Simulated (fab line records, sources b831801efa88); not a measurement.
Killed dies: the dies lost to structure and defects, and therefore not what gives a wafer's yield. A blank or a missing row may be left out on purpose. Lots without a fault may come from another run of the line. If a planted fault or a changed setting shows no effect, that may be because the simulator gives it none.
Chamber matching    flow gf180mcu    rieDiel-04 running GF_POLY_GATE_ETCH_12: 4 sister chambers
The step etches BARC in N2/H2. 4 wafers are shown with their chamber, then 7 later ones without.

== WAFERS PAIRED WITH THEIR CHAMBERS ==
wafer   chamber  drypumpMotorCurrentA (A)
L267.1  1        5.7
L267.4  0        5.1
L269.1  3        5.4
L269.3  2        5.2

== WAFERS WHOSE CHAMBER IS MISSING ==
wafer   drypumpMotorCurrentA (A)
L269.6  5.4
L270.1  5.4
L270.3  5.2
L270.4  5.2
L272.1  5.4
L272.2  5.8
L272.3  5.1

== WHICH CHAMBER EACH ONE RAN IN ==
wafer   from the rows above  in truth
L269.6  3                    3
L270.1  3                    3
L270.3  2                    2
L270.4  2                    2
L272.1  3                    3
L272.2  1                    1
L272.3  0                    0
Correctly placed: 7 of 7. Not placeable from these rows: 0. Wrongly placed: 0.
How it was worked out, from the rows above alone: a wafer's distance from a chamber is the root of the sum, over the readings, of the square of ((its reading less the chamber's mean) divided by the reading's scatter). The wafer belongs to the nearest chamber; if the next one is less than 2 further off, it can't be placed. Each chamber's mean is taken over the wafers shown for it. The scatter: root of mean squared gap, hidden wafer to nearest shown wafer, with one shown wafer a chamber.
